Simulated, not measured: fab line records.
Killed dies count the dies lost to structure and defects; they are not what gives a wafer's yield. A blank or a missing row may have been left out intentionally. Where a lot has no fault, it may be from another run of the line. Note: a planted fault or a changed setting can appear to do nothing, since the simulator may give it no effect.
A lot that was struck, set against a sound lot | flow sky130 | 15 steps out of a route of 708
Sound: these wafers, L388.2, L388.3, L388.5. Wafers struck: L393.2, L393.3, L393.4. The cause is named last.
Per side, at each step with rows, come the tool, then ch with its chambers, and then its first start. Under that, the readings that differ: sound wafers | struck wafers | difference of the means | sigmas: that difference in standard deviations of wafers without a fault.
alike: words and numbers the same on both sides, and readings whose means are apart by under 2 such deviations; not compared: readings that were withheld, readings missing a value for some wafer, numbers with overlapping values and no deviation given by the record, and bounds like >300 which may hide the same value.
A row with sigmas, a row that says differs or no value, or rows on one side alone: a step with any of these is where the two part. Numbers that have no deviation but don't overlap get no sigmas and don't part them. A reading missing from all wafers of one side parts the sides only when that side holds two or more wafers.

SKY_PWDE_TW_MEAS_10:
  sound on film metro-01 at day 5 19:20; struck on film metro-01 at day 6 18:31
  alike: PWDE_TW
then, 7 steps without rows for these wafers: SKY_NWELL_DEHYDRATE_03 (time 60 s); SKY_NWELL_HMDS_04 (prime time 60 s); SKY_NWELL_COAT_05 (resist thk 3000 nm); SKY_NWELL_SOFTBAKE_06; SKY_NWELL_EXPOSE_07 (exposes mask NWM, target cd 840 nm); SKY_NWELL_PEB_08; SKY_NWELL_DEVELOP_09 (develop time 60 s).
SKY_NWELL_OVL_MEAS_10:
  sound on overlay-02 at day 6 13:13; struck on overlay-01 at day 7 13:43
  alike: NWELL_00_OVL
then, 3 steps without rows for these wafers: SKY_NWELL_IMPLANT_11; SKY_NWELL_IMPLANT_12; SKY_NWELL_IMPLANT_13.
SKY_NWELL_STRIP_14: strips in O2/N2.
  sound on plasma asher-01 ch 0, day 6 13:41; struck on plasma asher-01 ch 0,1, day 7 14:11
  reading                        | sound                | struck               | difference | sigmas
  chamber pressure mTorr (mTorr) | 1499.4 1501.0 1502.0 | 1199.9 1200.3 1198.8 | -301.1     | -99 or more
  oes product au (a.u.)          | 0.722 0.730 0.716    | 0.693 0.687 0.683    | -0.035     | -8
  strip time to endpoint s (s)   | 36.95 37.05 36.95    | 39.82 39.74 39.82    | +2.81      | +33
  alike: drypump motor current A
  not compared: rf hours counter h
SKY_NWELL_TW_MEAS_15:
  sound on film metro-04 at day 6 13:48; struck on film metro-04 at day 7 14:18
  alike: NWELL_TW
-- the record jumps here: 42 days lie between the struck wafers' starts before and after (it left off in module NWELL and takes up again in module PAD_OPEN, whose first step shown is number 708 of the route) --
SKY_PAD_OPEN_PROBE_99:
  rows exist in the record for the struck wafers here (prober-02, day 49 15:20), but not for the sound ones

== WHERE THEY PART ==
Last at SKY_PAD_OPEN_PROBE_99 as far as this record goes, first at SKY_NWELL_STRIP_14.

WHY: what the simulator had put in
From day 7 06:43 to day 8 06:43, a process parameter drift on plasma asher-01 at SKY_NWELL_STRIP_14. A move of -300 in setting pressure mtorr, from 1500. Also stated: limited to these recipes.
